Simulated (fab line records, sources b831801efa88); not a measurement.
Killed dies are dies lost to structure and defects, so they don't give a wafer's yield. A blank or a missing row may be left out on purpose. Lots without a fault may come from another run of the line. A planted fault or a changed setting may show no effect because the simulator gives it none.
Which tool did it? | flow gf180mcu | 6 lots, 18 wafers sampled, at 1 step of a route of 602

WHAT THE GAUGES READ, wafer by wafer
GF_V5_THK_MEAS_01.
lot  | measured     | on            | V5_CVD_00_THK (nm)
L463 | day 26 20:20 | film_metro-03 | 302.7 301.6 304.1
L465 | day 27 11:28 | film_metro-03 | 300.1 298.3 300.8
L468 | day 28 06:15 | film_metro-02 | 298.0 299.5 297.2
L470 | day 28 23:07 | film_metro-03 | 303.8 299.6 301.3
L478 | day 31 05:03 | film_metro-01 | 300.7 303.2 306.5
L481 | day 32 06:04 | film_metro-03 | 298.3 295.6 299.3

WHICH TOOL RAN EACH LOT (tool, then ch and the chambers of the sampled wafers, then the start)
The record holds no process step before these readings.

THE ANSWER, worked out from the rows above alone
Rule: what is usual is taken from the lots themselves. Put in order of their means at a reading, lots are off if they are a third of the lots or fewer, leave a main group of 4 or more, and stand apart from it by a gap of 3 or more times the standard deviation of the main group's means; of several such gaps the widest counts. A main group whose means are all the same, to the digits that the tables above print for the reading, isn't used. A lot without any number at a reading at which 4 lots or more have one is off too. The other lots that the step has rows for count as sound.
No lot is off at any reading shown: from this, nothing can be told.

WHAT THE SIMULATOR HAD PUT IN
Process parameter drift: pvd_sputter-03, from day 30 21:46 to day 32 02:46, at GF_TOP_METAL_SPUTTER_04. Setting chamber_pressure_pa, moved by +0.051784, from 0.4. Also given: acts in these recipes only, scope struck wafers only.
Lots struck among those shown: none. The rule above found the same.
